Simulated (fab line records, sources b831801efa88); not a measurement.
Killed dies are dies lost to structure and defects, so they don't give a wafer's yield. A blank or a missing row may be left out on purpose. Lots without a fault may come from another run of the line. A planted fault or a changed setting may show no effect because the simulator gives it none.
Problem report in the 8D (eight disciplines) form, filled by code | flow sky130 | the parts of the form that need people (team, actions taken, sign-off) are left out

1. THE PROBLEM
rf_fwd_power_W at SKY_POLY_GATE_ETCH_17 reads a mean of 461.2 W on 6 wafers of 2 lots; wafers without a fault read 397.1 W with a standard deviation of 1.7. That is +38 standard deviations from the usual mean.
The step: etches poly-Si in HBr/Cl2, stops on SiO2, target depth 180 nm, time 70.5 s.
First seen on wafer L424.1, day 22 03:25, on rie_si-02. The record holds 39 wafers of 13 lots with a number at this step. Rule for "out", or "out of limits": more than 4 standard deviations from the usual mean. The other wafers with a number count as sound.

2. WHAT IT IS AND WHAT IT IS NOT
question                    | is                     | is not
which readings at this step | rf_fwd_power_W         | drypump_motor_current_A, throttle_valve_pct
which lots                  | L424, L426             | L411, L413, L414, L415, L416, L417, L418, L423, L427, L429, L431
which wafers of those lots  | all that have a number | -
read on which tools         | rie_si-02              | rie_si-01
when                        | from day 22 03:25      | up to then (24 sound wafers); but 9 sound wafers of L427, L429, L431 came after

3. SUSPECTS, AND WHAT RULES EACH OUT
Counting: a tool at a process step up to the reading stays a suspect if it ran every lot that is out and no sound lot after the first of them.
- rie_si-02 at SKY_POLY_GATE_ETCH_17 (etches poly-Si in HBr/Cl2, stops on SiO2, target depth 180 nm, time 70.5 s): kept. It ran every lot that is out, first L424 (day 22 03:25), and no sound lot after that; its last sound lot up to then is L418 (day 20 01:17). Its own readings are out on those wafers: rf_fwd_power_W.
Left after counting: rie_si-02 at SKY_POLY_GATE_ETCH_17.

4. THE CAUSE (what the simulator had put in)
Process parameter drift: rie_si-02, from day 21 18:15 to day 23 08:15, at SKY_POLY_GATE_ETCH_17. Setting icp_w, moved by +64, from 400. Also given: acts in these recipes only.
Counting left only this tool.

5. THE CHAIN OF EFFECTS, in route order
Each row: a reading whose mean over the struck wafers that have a number lies more than 3 standard deviations from the usual. Only readings for which the record gives a usual standard deviation are gone through. hours: the time from each lot's start at the first step in this table that gives one to its start at this step, as a median over the lots. sigmas: the change in usual standard deviations.
hours | step                  | reading        | usual   | on struck wafers | change | sigmas
0     | SKY_POLY_GATE_ETCH_17 | rf_fwd_power_W | 397.1 W | 461.2            | +64.1  | +38
The process steps in it:
- SKY_POLY_GATE_ETCH_17: etches poly-Si in HBr/Cl2, stops on SiO2, target depth 180 nm, time 70.5 s.

6. WHAT WOULD HAVE CAUGHT IT SOONER
In this record the first reading out of limits was taken at day 22 03:25, 9 hours after the fault began at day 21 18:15.
